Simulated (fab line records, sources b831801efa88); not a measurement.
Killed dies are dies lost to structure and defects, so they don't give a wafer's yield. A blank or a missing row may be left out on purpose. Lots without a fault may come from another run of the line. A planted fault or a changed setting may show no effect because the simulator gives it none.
Problem report in the 8D (eight disciplines) form, filled by code | flow gf180mcu | the parts of the form that need people (team, actions taken, sign-off) are left out

1. THE PROBLEM
oes_product_au at GF_STI_ETCH_14 reads a mean of 0.743 a.u. on 2 wafers of 2 lots; wafers without a fault read 1.011 a.u. with a standard deviation of 0.016. That is -17 standard deviations from the usual mean.
The step: etches Si in HBr/Cl2/O2, target depth 360 nm, time 102.9 s.
First seen on wafer L641.2, day 4 00:16, on rie_si-01. The record holds 34 wafers of 12 lots with a number at this step. Rule for "out", or "out of limits": more than 4 standard deviations from the usual mean. The other wafers with a number count as sound.

2. WHAT IT IS AND WHAT IT IS NOT
question                    | is                                 | is not
which readings at this step | oes_product_au, throttle_valve_pct | bias_w, drypump_motor_current_A, rf_fwd_power_W
which lots                  | L641, L643                         | L632, L633, L634, L645, L646, L648, L650, L652, L653, L655
which wafers of those lots  | L641.2, L643.2                     | L641.3, L643.1
read on which tools         | rie_si-01                          | rie_si-02
when                        | from day 4 00:16                   | up to then (10 sound wafers); but 22 sound wafers of L643, L645, L646, L648, L650, L652, L653, L655 came after

3. SUSPECTS, AND WHAT RULES EACH OUT
Counting: a tool at a process step up to the reading stays a suspect if it ran every lot that is out. Sound lots after the first of them don't rule it out here, since some wafers of a struck lot are sound.
- rie_si-01 at GF_STI_ETCH_14 (etches Si in HBr/Cl2/O2, target depth 360 nm, time 102.9 s): kept. It ran every lot that is out, first L641 (day 4 00:16); its last sound lot up to then is L633 (day 2 08:32). Its own readings are out on those wafers: oes_product_au, throttle_valve_pct.
- Within rie_si-01 at GF_STI_ETCH_14: the wafers that are out ran in chambers 1, 2; their sound lot-mates ran in chamber 3.
Left after counting: rie_si-01 at GF_STI_ETCH_14.

4. THE CAUSE (what the simulator had put in)
Process parameter drift: rie_si-01, from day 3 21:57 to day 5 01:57, at GF_STI_ETCH_14. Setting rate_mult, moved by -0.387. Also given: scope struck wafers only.
Counting left only this tool.

5. THE CHAIN OF EFFECTS, in route order
Each row: a reading whose mean over the struck wafers that have a number lies more than 3 standard deviations from the usual. Only readings for which the record gives a usual standard deviation are gone through. hours: the time from each lot's start at the first step in this table that gives one to its start at this step, as a median over the lots. sigmas: the change in usual standard deviations.
hours | step            | reading                  | usual      | on struck wafers | change | sigmas
0     | GF_STI_ETCH_14  | oes_product_au           | 1.011 a.u. | 0.743            | -0.268 | -17
0     | GF_STI_ETCH_14  | throttle_valve_pct       | 25.650 %   | 25.818           | +0.168 | +13
0     | GF_STI_STRIP_15 | oes_product_au           | 0.384 a.u. | 0.403            | +0.019 | +3.9
0     | GF_STI_STRIP_15 | strip_time_to_endpoint_s | 3.71 s     | 4.25             | +0.54  | +8.7
The process steps in it:
- GF_STI_ETCH_14: etches Si in HBr/Cl2/O2, target depth 360 nm, time 102.9 s.
- GF_STI_STRIP_15: strips in O2/N2.
Later measuring or inspecting steps at which every struck wafer that the step has a row for has a number for every such reading, and none has moved that far: GF_NWELL_OVL_MEAS_07, GF_HV_LDD_OVL_MEAS_32, GF_HV_LDD_TW_MEAS_38.

6. WHAT WOULD HAVE CAUGHT IT SOONER
In this record the first reading out of limits was taken at day 4 00:16, 2 hours after the fault began at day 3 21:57.
